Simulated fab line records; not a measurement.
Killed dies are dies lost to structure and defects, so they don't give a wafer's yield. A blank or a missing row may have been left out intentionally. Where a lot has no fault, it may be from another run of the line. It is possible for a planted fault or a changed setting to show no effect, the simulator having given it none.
Which tool did it?	flow gf180mcu	45 wafers from 15 lots sampled at 4 of the route's 602 steps

## WHAT EACH GAUGE READ, for each wafer
GF_NSD_OVL_MEAS_08. Usual: NSD_OVL typically reads -0.5 nm, with standard deviation 1.5.
lot	measured	on	NSD_OVL (nm)	flag
L632	day 13 04:46	overlay-02	-1.4 -0.7 1.0	
L634	day 14 03:22	overlay-02	-2.7 -1.5 -3.6	
L635	day 14 09:34	overlay-02	-1.5 -1.7 -3.5	
L636	day 14 15:37	overlay-01	0.3 0.8 3.1	
L637	day 15 02:38	overlay-01	-1.5 -1.9 0.0	
L639	day 15 20:35	overlay-01	-3.3 -1.7 -2.7	
L641	day 16 17:04	overlay-01	-1.4 -1.9 -1.4	
L642	day 16 19:35	overlay-02	-1.5 0.9 1.1	
L644	day 17 11:32	overlay-01	-2.8 -0.3 0.9	
L645	day 17 17:49	overlay-02	-0.8 2.3 -1.4	
L649	day 19 06:43	overlay-02	-1.3 0.1 0.0	
L650	day 19 14:42	overlay-02	1.2 -0.8 0.4	
L652	day 20 08:01	overlay-02	-0.3 -2.0 -2.5	
L654	day 20 22:58	overlay-01	-3.4 -1.7 -2.1	
L655	day 21 02:54	overlay-01	-1.2 -0.3 -1.0	

GF_SAB_CD_MEAS_09: target cd 420 nm. Usual: cd_nm at 420.7 nm, with a standard deviation of 2.3.
lot	measured	on	cd_nm (nm)	flag
L632	day 14 23:41	cd_sem-01	418.6 420.2 420.1	
L634	day 15 22:27	cd_sem-02	418.9 422.9 420.0	
L635	day 16 04:47	cd_sem-01	421.1 420.6 424.1	
L636	day 16 10:53	cd_sem-01	420.7 421.1 420.3	
L637	day 16 23:58	cd_sem-01	419.8 419.9 418.1	
L639	day 17 20:07	cd_sem-01	424.0 421.3 426.1	
L641	day 18 15:13	cd_sem-02	417.8 419.2 415.9	
L642	day 18 18:53	cd_sem-01	421.3 419.1 419.8	
L644	day 19 12:17	cd_sem-01	423.5 422.2 423.7	
L645	day 19 18:45	cd_sem-02	421.5 421.1 421.0	
L649	day 21 07:47	cd_sem-01	421.3 420.2 421.6	
L650	day 21 15:41	cd_sem-02	416.7 419.0 417.3	
L652	day 22 09:26	cd_sem-02	423.7 424.7 422.5	
L654	day 22 23:25	cd_sem-01	420.7 422.1 421.5	
L655	day 23 03:56	cd_sem-01	421.2 421.3 420.9	

GF_CONTACT_CD_MEAS_14: target cd 220 nm. Usual: cd_nm at 220.1 nm, with a standard deviation of 1.3.
lot	measured	on	cd_nm (nm)	flag
L632	day 15 22:50	cd_sem-02	217.4 218.1 218.9	
L634	day 16 22:15	cd_sem-01	220.0 218.2 218.3	
L635	day 17 05:08	cd_sem-01	219.9 218.9 220.1	
L636	day 17 11:02	cd_sem-01	219.1 219.7 219.9	
L637	day 18 00:37	cd_sem-01	220.7 221.1 220.7	
L639	day 18 21:46	cd_sem-01	220.2 220.0 220.4	
L641	day 19 17:36	cd_sem-02	217.2 218.1 218.1	
L642	day 19 20:35	cd_sem-02	219.0 220.5 219.4	
L644	day 20 13:56	cd_sem-02	219.8 220.5 219.1	
L645	day 20 21:20	cd_sem-01	221.4 219.9 219.5	
L649	day 22 08:53	cd_sem-01	223.1 222.9 223.0	
L650	day 22 16:50	cd_sem-02	219.6 221.1 220.2	
L652	day 23 09:59	cd_sem-02	220.9 221.1 222.7	
L654	day 23 23:43	cd_sem-02	220.1 221.3 219.6	
L655	day 24 04:23	cd_sem-02	221.0 221.6 220.7	

## WHICH TOOL RAN EACH LOT (tool, then ch and the chambers of the sampled wafers, then the start)
lot	GF_SALICIDE_RTA_08
L632	rtp_anneal-01 ch 0, day 15 00:44
L634	rtp_anneal-02 ch 0, day 15 23:24
L635	rtp_anneal-02 ch 0, day 16 05:43
L636	rtp_anneal-01 ch 0, day 16 11:49
L637	rtp_anneal-02 ch 0, day 17 00:53
L639	rtp_anneal-02 ch 0, day 17 21:02
L641	rtp_anneal-01 ch 0, day 18 16:16
L642	rtp_anneal-01 ch 0, day 18 19:47
L644	rtp_anneal-01 ch 0, day 19 13:13
L645	rtp_anneal-01 ch 0, day 19 19:40
L649	rtp_anneal-02 ch 0, day 21 08:43
L650	rtp_anneal-02 ch 0, day 21 16:37
L652	rtp_anneal-02 ch 0, day 22 10:22
L654	rtp_anneal-02 ch 0, day 23 00:21
L655	rtp_anneal-01 ch 0, day 23 04:51
- GF_SALICIDE_RTA_08: time 30 s.

## AS READ BY THE TOOLS THEMSELVES (means over the sampled wafers that have a number; for cases with no such wafer, the mark the record gives instead)
GF_SALICIDE_RTA_08. Usual: chamber_o2_ppm 2.002, standard deviation 0.021; lamp_power_pct 14.6 %, standard deviation 0.56; wafer_temp_C_max 803.2, standard deviation 1.1.
lot	tool	chamber_o2_ppm	lamp_power_pct (%)	wafer_temp_C_max	flag
L632	rtp_anneal-01	1.993	15.3	802.6	
L634	rtp_anneal-02	1.994	14.1	804.3	
L635	rtp_anneal-02	2.010	14.1	803.9	
L636	rtp_anneal-01	1.974	15.3	802.5	
L637	rtp_anneal-02	1.980	14.1	804.1	
L639	rtp_anneal-02	2.017	14.1	803.6	
L641	rtp_anneal-01	2.021	15.3	802.2	
L642	rtp_anneal-01	301.990	15.3	801.9	OFF
L644	rtp_anneal-01	301.993	15.3	801.7	OFF
L645	rtp_anneal-01	302.010	15.2	801.7	OFF
L649	rtp_anneal-02	2.017	14.1	805.1	
L650	rtp_anneal-02	2.010	14.1	803.8	
L652	rtp_anneal-02	2.016	14.1	802.9	
L654	rtp_anneal-02	1.995	14.1	803.4	
L655	rtp_anneal-01	1.997	15.3	802.2	

## THE ANSWER, worked out from the rows above alone
Rule: take the mean of a lot's wafers that have a number; if it is more than 3 standard deviations from the usual mean, the lot is off. A lot without any number at a reading at which 4 lots or more have one is off too. All remaining lots with rows at the step are treated as sound. First the gauges in route order, then the tools' own readings, where a lot's mean is used as printed above. At the first step where some lot is off, the reading lying furthest off is the one used; lots without a number count as furthest.
Off: L642, L644, L645 (GF_SALICIDE_RTA_08, chamber_o2_ppm).
A tool fits if, at that step or a process step before it, it ran every lot that is off, and no sound lot after the first of them. None of those tried fits.

## WHAT HAD BEEN PUT IN BY THE SIMULATOR
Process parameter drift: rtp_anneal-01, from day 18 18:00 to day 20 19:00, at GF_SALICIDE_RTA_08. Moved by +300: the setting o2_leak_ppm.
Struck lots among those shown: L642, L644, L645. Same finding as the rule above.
